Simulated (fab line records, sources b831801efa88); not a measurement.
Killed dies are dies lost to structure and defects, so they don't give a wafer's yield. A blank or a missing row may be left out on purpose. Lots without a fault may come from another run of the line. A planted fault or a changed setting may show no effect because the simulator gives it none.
Problem report in the 8D (eight disciplines) form, filled by code | flow gf180mcu | the parts of the form that need people (team, actions taken, sign-off) are left out

1. THE PROBLEM
run_length_s at GF_STI_ETCH_14 reads a mean of 118.5 s on 3 wafers of 3 lots; wafers without a fault read 131.3 s with a standard deviation of 0.52. That is -25 standard deviations from the usual mean.
The step: etches Si in HBr/Cl2/O2, target depth 360 nm, time 102.9 s.
First seen on wafer L254.2, day 3 03:48, on rie_si-02. The record holds 34 wafers of 12 lots with a number at this step. Rule for "out", or "out of limits": more than 4 standard deviations from the usual mean. The other wafers with a number count as sound.

2. WHAT IT IS AND WHAT IT IS NOT
question                    | is                     | is not
which readings at this step | run_length_s           | drypump_motor_current_A, oes_product_au, throttle_valve_pct
which lots                  | L254, L255, L256       | L249, L250, L264, L265, L268, L269, L270, L271, L272
which wafers of those lots  | L254.2, L255.5, L256.5 | L254.1, L255.4, L256.1, L256.3
read on which tools         | rie_si-02              | rie_si-01
when                        | from day 3 03:48       | up to then (7 sound wafers); but 24 sound wafers of L255, L256, L264, L265, L268, L269, L270, L271, L272 came after

3. SUSPECTS, AND WHAT RULES EACH OUT
Counting: a tool at a process step up to the reading stays a suspect if it ran every lot that is out. Sound lots after the first of them don't rule it out here, since some wafers of a struck lot are sound.
- rie_si-02 at GF_STI_ETCH_14 (etches Si in HBr/Cl2/O2, target depth 360 nm, time 102.9 s): kept. It ran every lot that is out, first L254 (day 3 03:48). Its own readings are out on those wafers: run_length_s.
Left after counting: rie_si-02 at GF_STI_ETCH_14.

4. THE CAUSE (what the simulator had put in)
Process parameter drift: rie_si-02, from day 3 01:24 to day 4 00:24, at GF_STI_ETCH_14. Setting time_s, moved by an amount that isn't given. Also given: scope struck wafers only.
Counting left only this tool.

5. THE CHAIN OF EFFECTS, in route order
Each row: a reading whose mean over the struck wafers that have a number lies more than 3 standard deviations from the usual. Only readings for which the record gives a usual standard deviation are gone through. hours: the time from each lot's start at the first step in this table that gives one to its start at this step, as a median over the lots. sigmas: the change in usual standard deviations.
hours | step            | reading                  | usual   | on struck wafers | change | sigmas
0     | GF_STI_ETCH_14  | run_length_s             | 131.3 s | 118.5            | -12.8  | -25
0     | GF_STI_STRIP_15 | strip_time_to_endpoint_s | 3.72 s  | 3.90             | +0.18  | +5.1
The process steps in it:
- GF_STI_ETCH_14: etches Si in HBr/Cl2/O2, target depth 360 nm, time 102.9 s.
- GF_STI_STRIP_15: strips in O2/N2.
Readings that are blank on the struck wafers while sound wafers have them: rf_fwd_power_W at GF_STI_ETCH_14.
Later measuring or inspecting steps at which every struck wafer that the step has a row for has a number for every such reading, and none has moved that far: GF_MIM_RS_MEAS_10.

6. WHAT WOULD HAVE CAUGHT IT SOONER
In this record the first reading out of limits was taken at day 3 03:48, 2 hours after the fault began at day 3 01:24.
